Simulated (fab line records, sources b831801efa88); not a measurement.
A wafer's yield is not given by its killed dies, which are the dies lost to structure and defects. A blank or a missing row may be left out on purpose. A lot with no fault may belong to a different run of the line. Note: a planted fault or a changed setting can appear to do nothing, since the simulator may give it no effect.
Comparing a struck lot with a sound one ; flow sky130 ; 17 steps out of a route of 708
Sound: wafers L886.2, L886.3, L886.4. Struck: wafer L894.5. (L894.2 of the same lot was not struck and is left out.) The cause comes at the end.
Each step with rows lists, per side, the tool, then ch with its chambers, then its first start. Under that, the readings that differ: sound wafers ; struck wafers ; difference of the means ; sigmas: that difference in standard deviations of wafers without a fault.
alike: readings with means less than 2 such deviations apart, plus words and numbers identical on both sides. not compared: withheld readings, readings lacking a value on some wafer, bounds such as >300 that could conceal the same value, and numbers that have no deviation in the record and whose values overlap.
The two part at a step that has a row with sigmas, a row that says differs or no value, or rows on one side only. When numbers do not overlap yet have no deviation, they are printed without sigmas and do not part them. A reading missing from all wafers of one side parts the sides only when that side holds two or more wafers.

first, 1 step without rows for these wafers: SKY_NWELL_IMPLANT_24.
SKY_NWELL_STRIP_25: strips in O2/N2.
  sound on plasma_asher-01 ch 0,1, day 6 02:14; struck on plasma_asher-01 ch 1, day 8 00:17
  alike: drypump_motor_current_A, oes_product_au, strip_time_to_endpoint_s
  not compared: rf_hours_counter_h
SKY_NWELL_TW_MEAS_26:
  sound: film_metro-04 at day 6 02:21; struck: film_metro-04 at day 8 00:24
  alike: NWELL_2_TW
then, 1 step without rows for these wafers: SKY_NWELL_CLEAN_27 (cleans in SC1/SC2, time 150 s).
SKY_NWELL_RTA_28: time 30 s.
  sound on rtp_anneal-02 ch 0, day 6 02:28; struck on rtp_anneal-01 ch 0, day 8 00:31
  alike: lamp_power_pct, wafer_temp_C_max
SKY_NWELL_RS_MEAS_29: the measuring method here is four-point-probe.
  sound: film_metro-04 at day 6 02:34; struck: film_metro-04 at day 8 00:37
  alike: NWELL_RS
SKY_NWELL_RS_MEAS_31: the measuring method here is four-point-probe.
  sound: film_metro-04 at day 6 02:49; struck: film_metro-04 at day 8 00:52
  alike: PWDE_RS
then, 4 steps without rows for these wafers: SKY_VT_ADJUST_HVTP_DEHYDRATE_00 (time 60 s); SKY_VT_ADJUST_HVTP_HMDS_01 (prime time 60 s); SKY_VT_ADJUST_HVTP_COAT_02 (resist thk 1140 nm); SKY_VT_ADJUST_HVTP_SOFTBAKE_03 (time 60 s).
SKY_VT_ADJUST_HVTP_EXPOSE_04: exposes mask HVTPM, target cd 380 nm.
  sound on iline_stepper-02 ch 0, day 6 12:55; struck on iline_stepper-01 ch 0, day 8 11:37
reading;sound;struck;difference;sigmas
exposure_dose_mJ_cm2;140.13 140.16 140.35;139.78;-0.43;-3
  alike: mask, focus_offset_nm, reticle_temp_C
then, 2 steps without rows for these wafers: SKY_VT_ADJUST_HVTP_PEB_05; SKY_VT_ADJUST_HVTP_DEVELOP_06 (develop time 60 s).
SKY_VT_ADJUST_HVTP_CD_MEAS_07: the cd target is 380 nm.
  sound: cd_sem-01 at day 6 21:50; struck: cd_sem-01 at day 8 21:16
reading;sound;struck;difference;sigmas
cd_nm (nm);378.9 379.4 378.5;371.0;-7.9;-4
SKY_VT_ADJUST_HVTP_OVL_MEAS_08:
  sound: overlay-02 at day 6 21:56; struck: overlay-01 at day 8 21:22
reading;sound;struck;difference;sigmas
VT_ADJUST_HVTP_OVL (nm);2.6 0.0 1.0;-1.5;-2.7;-2
after that, 1 step had no rows for these wafers: SKY_PAD_OPEN_PROBE_99.

== WHERE THEY PART ==
Earliest at SKY_VT_ADJUST_HVTP_EXPOSE_04; latest, in this record, at SKY_VT_ADJUST_HVTP_OVL_MEAS_08.

WHY: what the simulator had put in
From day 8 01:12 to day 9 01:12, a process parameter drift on iline_stepper-01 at SKY_VT_ADJUST_HVTP_EXPOSE_04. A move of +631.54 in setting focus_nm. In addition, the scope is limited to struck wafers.
